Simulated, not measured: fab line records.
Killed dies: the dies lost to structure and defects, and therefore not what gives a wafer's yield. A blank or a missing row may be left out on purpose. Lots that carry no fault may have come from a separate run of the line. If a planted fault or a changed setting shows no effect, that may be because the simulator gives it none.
Which tool was responsible? / flow sky130 / 12 lots with 36 wafers sampled at 5 steps, on a route of 708 steps

## WHAT EACH GAUGE READ, for each wafer
SKY_VT_ADJUST_LVTN_OVL_MEAS_07.
lot=L717; measured=day 7 05:55; on=overlay-02; VT_ADJUST_LVTN_OVL (nm)=0.2 1.1 0.4
lot=L720; measured=day 7 15:08; on=overlay-01; VT_ADJUST_LVTN_OVL (nm)=0.0 -0.6 1.0
lot=L722; measured=day 8 09:50; on=overlay-02; VT_ADJUST_LVTN_OVL (nm)=1.8 0.6 2.2
lot=L724; measured=day 8 20:47; on=overlay-01; VT_ADJUST_LVTN_OVL (nm)=1.5 0.8 0.9
lot=L726; measured=day 9 08:52; on=overlay-01; VT_ADJUST_LVTN_OVL (nm)=1.0 0.2 1.4
lot=L730; measured=day 10 18:31; on=overlay-01; VT_ADJUST_LVTN_OVL (nm)=-2.9 -1.7 -1.0
lot=L731; measured=day 11 02:16; on=overlay-01; VT_ADJUST_LVTN_OVL (nm)=-1.2 -1.2 -1.6
lot=L735; measured=day 11 19:12; on=overlay-01; VT_ADJUST_LVTN_OVL (nm)=0.5 0.8 0.8
lot=L736; measured=day 12 01:28; on=overlay-02; VT_ADJUST_LVTN_OVL (nm)=1.3 1.7 0.0
lot=L737; measured=day 12 09:08; on=overlay-02; VT_ADJUST_LVTN_OVL (nm)=0.7 -1.7 -2.3
lot=L738; measured=day 12 12:49; on=overlay-02; VT_ADJUST_LVTN_OVL (nm)=-1.1 -2.0 -1.5
lot=L739; measured=day 12 21:55; on=overlay-02; VT_ADJUST_LVTN_OVL (nm)=-1.8 -2.1 -2.8

SKY_SONOS_ONO_THK_MEAS_03.
lot=L717; measured=day 11 22:51; on=film_metro-03; SONOS_ONO_CVD_02_THK (nm)=10.36 10.31 10.38
lot=L720; measured=day 12 12:00; on=film_metro-02; SONOS_ONO_CVD_02_THK (nm)=10.28 10.51 10.41
lot=L722; measured=day 13 15:19; on=film_metro-02; SONOS_ONO_CVD_02_THK (nm)=10.68 10.68 10.83
lot=L724; measured=day 14 01:38; on=film_metro-03; SONOS_ONO_CVD_02_THK (nm)=10.48 10.26 10.34
lot=L726; measured=day 14 18:57; on=film_metro-03; SONOS_ONO_CVD_02_THK (nm)=10.59 10.62 10.62
lot=L730; measured=day 16 04:32; on=film_metro-02; SONOS_ONO_CVD_02_THK (nm)=10.53 10.53 10.65
lot=L731; measured=day 16 17:12; on=film_metro-03; SONOS_ONO_CVD_02_THK (nm)=10.48 10.65 10.56
lot=L735; measured=day 17 06:58; on=film_metro-02; SONOS_ONO_CVD_02_THK (nm)=10.55 10.56 10.52
lot=L736; measured=day 17 16:44; on=film_metro-02; SONOS_ONO_CVD_02_THK (nm)=10.63 10.58 10.55
lot=L737; measured=day 18 01:19; on=film_metro-02; SONOS_ONO_CVD_02_THK (nm)=10.51 10.55 10.53
lot=L738; measured=day 18 04:08; on=film_metro-04; SONOS_ONO_CVD_02_THK (nm)=10.64 10.74 10.67
lot=L739; measured=day 18 13:40; on=film_metro-03; SONOS_ONO_CVD_02_THK (nm)=10.68 10.48 10.47

## WHICH TOOL RAN EACH LOT (tool, then ch and the chambers of the sampled wafers, then the start)
lot=L717; SKY_NWELL_RTA_28=rtp_anneal-02 ch 0, day 5 15:52; SKY_VT_ADJUST_PCH_COAT_02=litho_track-02 ch 0, day 10 08:19; SKY_VT_ADJUST_PCH_STRIP_09=plasma_asher-04 ch 0,1, day 10 19:55
lot=L720; SKY_NWELL_RTA_28=rtp_anneal-02 ch 0, day 6 01:58; SKY_VT_ADJUST_PCH_COAT_02=litho_track-03 ch 0, day 10 19:37; SKY_VT_ADJUST_PCH_STRIP_09=plasma_asher-02 ch 0,1, day 11 06:54
lot=L722; SKY_NWELL_RTA_28=rtp_anneal-02 ch 0, day 6 17:29; SKY_VT_ADJUST_PCH_COAT_02=litho_track-02 ch 0, day 11 16:08; SKY_VT_ADJUST_PCH_STRIP_09=plasma_asher-04 ch 0,1, day 12 04:37
lot=L724; SKY_NWELL_RTA_28=rtp_anneal-01 ch 0, day 7 03:59; SKY_VT_ADJUST_PCH_COAT_02=litho_track-02 ch 0, day 12 05:56; SKY_VT_ADJUST_PCH_STRIP_09=plasma_asher-01 ch 0,1, day 12 17:12
lot=L726; SKY_NWELL_RTA_28=rtp_anneal-01 ch 0, day 7 13:41; SKY_VT_ADJUST_PCH_COAT_02=litho_track-02 ch 0, day 12 18:19; SKY_VT_ADJUST_PCH_STRIP_09=plasma_asher-04 ch 0,1, day 13 07:49
lot=L730; SKY_NWELL_RTA_28=rtp_anneal-02 ch 0, day 8 21:01; SKY_VT_ADJUST_PCH_COAT_02=litho_track-03 ch 0, day 14 05:04; SKY_VT_ADJUST_PCH_STRIP_09=plasma_asher-01 ch 0,1, day 14 18:01
lot=L731; SKY_NWELL_RTA_28=rtp_anneal-01 ch 0, day 9 05:10; SKY_VT_ADJUST_PCH_COAT_02=litho_track-01 ch 0, day 14 14:20; SKY_VT_ADJUST_PCH_STRIP_09=plasma_asher-01 ch 0,1, day 15 03:24
lot=L735; SKY_NWELL_RTA_28=rtp_anneal-02 ch 0, day 9 20:34; SKY_VT_ADJUST_PCH_COAT_02=litho_track-03 ch 0, day 15 09:01; SKY_VT_ADJUST_PCH_STRIP_09=plasma_asher-04 ch 0,1, day 15 22:35
lot=L736; SKY_NWELL_RTA_28=rtp_anneal-01 ch 0, day 10 03:10; SKY_VT_ADJUST_PCH_COAT_02=litho_track-02 ch 0, day 15 16:46; SKY_VT_ADJUST_PCH_STRIP_09=plasma_asher-02 ch 0,1, day 16 07:06
lot=L737; SKY_NWELL_RTA_28=rtp_anneal-02 ch 0, day 10 09:54; SKY_VT_ADJUST_PCH_COAT_02=litho_track-01 ch 0, day 16 00:47; SKY_VT_ADJUST_PCH_STRIP_09=plasma_asher-02 ch 0,1, day 16 14:56
lot=L738; SKY_NWELL_RTA_28=rtp_anneal-01 ch 0, day 10 13:41; SKY_VT_ADJUST_PCH_COAT_02=litho_track-03 ch 0, day 16 06:16; SKY_VT_ADJUST_PCH_STRIP_09=plasma_asher-04 ch 0,1, day 16 20:22
lot=L739; SKY_NWELL_RTA_28=rtp_anneal-02 ch 0, day 10 22:43; SKY_VT_ADJUST_PCH_COAT_02=litho_track-01 ch 0, day 16 15:02; SKY_VT_ADJUST_PCH_STRIP_09=plasma_asher-04 ch 0,1, day 17 04:45
- SKY_NWELL_RTA_28: time 30 s.
- SKY_VT_ADJUST_PCH_COAT_02: resist thk 3000 nm.
- SKY_VT_ADJUST_PCH_STRIP_09: strips in O2/N2.

## WHAT THE TOOLS THEMSELVES READ (means of the sampled wafers that have a number; where no wafer has one, the mark that the record gives instead)
SKY_NWELL_RTA_28.
lot=L717; tool=rtp_anneal-02; lamp_power_pct (%)=25.27; wafer_temp_C_max=1053.8
lot=L720; tool=rtp_anneal-02; lamp_power_pct (%)=25.30; wafer_temp_C_max=1054.8
lot=L722; tool=rtp_anneal-02; lamp_power_pct (%)=25.34; wafer_temp_C_max=1055.3
lot=L724; tool=rtp_anneal-01; lamp_power_pct (%)=25.29; wafer_temp_C_max=1055.4
lot=L726; tool=rtp_anneal-01; lamp_power_pct (%)=25.27; wafer_temp_C_max=1054.7
lot=L730; tool=rtp_anneal-02; lamp_power_pct (%)=25.34; wafer_temp_C_max=1055.2
lot=L731; tool=rtp_anneal-01; lamp_power_pct (%)=25.31; wafer_temp_C_max=1054.8
lot=L735; tool=rtp_anneal-02; lamp_power_pct (%)=25.32; wafer_temp_C_max=1056.3
lot=L736; tool=rtp_anneal-01; lamp_power_pct (%)=25.22; wafer_temp_C_max=1055.5
lot=L737; tool=rtp_anneal-02; lamp_power_pct (%)=25.27; wafer_temp_C_max=1055.1
lot=L738; tool=rtp_anneal-01; lamp_power_pct (%)=25.28; wafer_temp_C_max=1053.6
lot=L739; tool=rtp_anneal-02; lamp_power_pct (%)=25.36; wafer_temp_C_max=1055.4

SKY_VT_ADJUST_PCH_COAT_02.
lot=L717; tool=litho_track-02; resist_line_temp_C (C)=23.03; spin_speed_rpm (rpm)=2000.1
lot=L720; tool=litho_track-03; resist_line_temp_C (C)=23.11; spin_speed_rpm (rpm)=1998.6
lot=L722; tool=litho_track-02; resist_line_temp_C (C)=23.04; spin_speed_rpm (rpm)=2001.0
lot=L724; tool=litho_track-02; resist_line_temp_C (C)=22.89; spin_speed_rpm (rpm)=1741.7
lot=L726; tool=litho_track-02; resist_line_temp_C (C)=22.88; spin_speed_rpm (rpm)=1740.8
lot=L730; tool=litho_track-03; resist_line_temp_C (C)=22.98; spin_speed_rpm (rpm)=2001.0
lot=L731; tool=litho_track-01; resist_line_temp_C (C)=22.98; spin_speed_rpm (rpm)=1997.8
lot=L735; tool=litho_track-03; resist_line_temp_C (C)=23.10; spin_speed_rpm (rpm)=2000.2
lot=L736; tool=litho_track-02; resist_line_temp_C (C)=22.91; spin_speed_rpm (rpm)=2000.3
lot=L737; tool=litho_track-01; resist_line_temp_C (C)=22.97; spin_speed_rpm (rpm)=2001.7
lot=L738; tool=litho_track-03; resist_line_temp_C (C)=22.98; spin_speed_rpm (rpm)=1999.9
lot=L739; tool=litho_track-01; resist_line_temp_C (C)=23.03; spin_speed_rpm (rpm)=1999.4

SKY_VT_ADJUST_PCH_STRIP_09.
lot=L717; tool=plasma_asher-04; drypump_motor_current_A (A)=6.04; oes_product_au (a.u.)=0.725; strip_time_to_endpoint_s (s)=36.77
lot=L720; tool=plasma_asher-02; drypump_motor_current_A (A)=5.81; oes_product_au (a.u.)=0.721; strip_time_to_endpoint_s (s)=36.94
lot=L722; tool=plasma_asher-04; drypump_motor_current_A (A)=6.02; oes_product_au (a.u.)=0.720; strip_time_to_endpoint_s (s)=36.86
lot=L724; tool=plasma_asher-01; drypump_motor_current_A (A)=5.73; oes_product_au (a.u.)=0.725; strip_time_to_endpoint_s (s)=39.15
lot=L726; tool=plasma_asher-04; drypump_motor_current_A (A)=6.04; oes_product_au (a.u.)=0.723; strip_time_to_endpoint_s (s)=39.36
lot=L730; tool=plasma_asher-01; drypump_motor_current_A (A)=5.73; oes_product_au (a.u.)=0.724; strip_time_to_endpoint_s (s)=36.74
lot=L731; tool=plasma_asher-01; drypump_motor_current_A (A)=5.73; oes_product_au (a.u.)=0.720; strip_time_to_endpoint_s (s)=36.88
lot=L735; tool=plasma_asher-04; drypump_motor_current_A (A)=6.02; oes_product_au (a.u.)=0.721; strip_time_to_endpoint_s (s)=36.95
lot=L736; tool=plasma_asher-02; drypump_motor_current_A (A)=5.81; oes_product_au (a.u.)=0.720; strip_time_to_endpoint_s (s)=36.85
lot=L737; tool=plasma_asher-02; drypump_motor_current_A (A)=5.82; oes_product_au (a.u.)=0.719; strip_time_to_endpoint_s (s)=36.92
lot=L738; tool=plasma_asher-04; drypump_motor_current_A (A)=6.02; oes_product_au (a.u.)=0.723; strip_time_to_endpoint_s (s)=36.98
lot=L739; tool=plasma_asher-04; drypump_motor_current_A (A)=6.02; oes_product_au (a.u.)=0.721; strip_time_to_endpoint_s (s)=36.79

## THE ANSWER, worked out from the rows above alone
Rule: what is usual is taken from the lots themselves. The widest of any qualifying gaps counts: lots, ordered by their means at a reading, are off when they make up no more than a third of the lots, leave a main group of 4 or more, and stand apart from it by 3 or more times the standard deviation of that group's means. The tables above print the reading to a certain number of digits; a main group whose means all agree to those digits is not used. Also off: a lot with no number at a reading for which 4 or more lots have one. The other lots that the step has rows for count as sound. After the gauges, taken in route order, come the tools' own readings; for these a lot's mean is taken, as printed above. The first step at which some lot is off is used, and at that step the reading that is off furthest; a lot without a number counts as furthest.
Off, at SKY_VT_ADJUST_PCH_COAT_02 on spin_speed_rpm: L724, L726. The main group has a mean of 2000.0 rpm with a standard deviation of 1.1.
A tool fits if, at that step or a process step before it, it ran every lot that is off, and no sound lot after the first of them. No candidate that was tried fits.

## WHAT WAS PUT IN BY THE SIMULATOR
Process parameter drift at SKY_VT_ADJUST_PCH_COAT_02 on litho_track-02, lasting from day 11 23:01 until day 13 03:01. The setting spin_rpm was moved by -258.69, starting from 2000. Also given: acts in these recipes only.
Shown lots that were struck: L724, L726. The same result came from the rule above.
